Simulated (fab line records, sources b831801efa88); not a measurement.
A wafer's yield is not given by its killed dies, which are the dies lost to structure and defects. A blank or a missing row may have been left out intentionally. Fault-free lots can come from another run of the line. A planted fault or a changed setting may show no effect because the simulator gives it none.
What tool caused it? ; flow sky130 ; 7 lots with 21 wafers sampled at 3 steps, on a route of 708 steps

== WHAT THE GAUGES READ, wafer by wafer ==
SKY_RES_XHIGH_TW_MEAS_09.
lot;measured;on;RES_XHIGH_TW
L590;day 27 06:28;film-metro-04;1649 1649 1647
L595;day 29 07:55;film-metro-01;1671 1673 1674
L599;day 31 03:25;film-metro-03;1649 1657 1652
L602;day 31 20:16;film-metro-01;30 30 30
L604;day 32 06:25;film-metro-01;1662 1673 1675
L608;day 33 11:40;film-metro-01;1667 1657 1669
L610;day 34 20:43;film-metro-04;1642 1640 1659

== TOOL THAT RAN EACH LOT (tool first, then ch and the chambers of the sampled wafers, then the start) ==
lot;SKY_POLY_GATE_ETCH_17;SKY_RES_XHIGH_DEVELOP_06
L590;rie-si-01 ch 0,2,3, day 17 03:01;litho-track-03 ch 0, day 27 06:05
L595;rie-si-01 ch 0,2,3, day 19 07:13;litho-track-02 ch 0, day 29 07:31
L599;rie-si-01 ch 0,2,3, day 21 01:40;litho-track-03 ch 0, day 31 03:01
L602;rie-si-01 ch 0,1,3, day 21 23:25;litho-track-03, day 31 19:52
L604;rie-si-01 ch 1,3, day 22 13:04;litho-track-03 ch 0, day 32 06:01
L608;rie-si-01 ch 0,1,2, day 23 18:28;litho-track-03 ch 0, day 33 11:16
L610;rie-si-02 ch 1,3, day 25 03:40;litho-track-03 ch 0, day 34 20:19
- SKY_POLY_GATE_ETCH_17: etches poly-Si in HBr/Cl2, stops on SiO2, target depth 180 nm, time 70.5 s.
- SKY_RES_XHIGH_DEVELOP_06: develop time 60 s.

== THE ANSWER, worked out from the rows above alone ==
Rule: usual is defined by the lots themselves. Put in order of their means at a reading, lots are off if they are a third of the lots or fewer, leave a main group of 4 or more, and stand apart from it by a gap of 3 or more times the standard deviation of the main group's means; of several such gaps the widest counts. If all means in a main group match to the digits the tables above print for the reading, that group is not used. A lot without any number at a reading at which 4 lots or more have one is off too. All remaining lots with rows at the step are treated as sound.
Off: L602, seen at SKY_RES_XHIGH_TW_MEAS_09 (RES_XHIGH_TW). For the main group the mean is 1659 and the standard deviation 10.
A tool fits if, at a process step before that reading, it ran every lot that is off, and no sound lot after the first of them. Those tools and the gauges at SKY_RES_XHIGH_TW_MEAS_09 are tried in the same way. No candidate that was tried fits.

== WHAT WAS PUT IN BY THE SIMULATOR ==
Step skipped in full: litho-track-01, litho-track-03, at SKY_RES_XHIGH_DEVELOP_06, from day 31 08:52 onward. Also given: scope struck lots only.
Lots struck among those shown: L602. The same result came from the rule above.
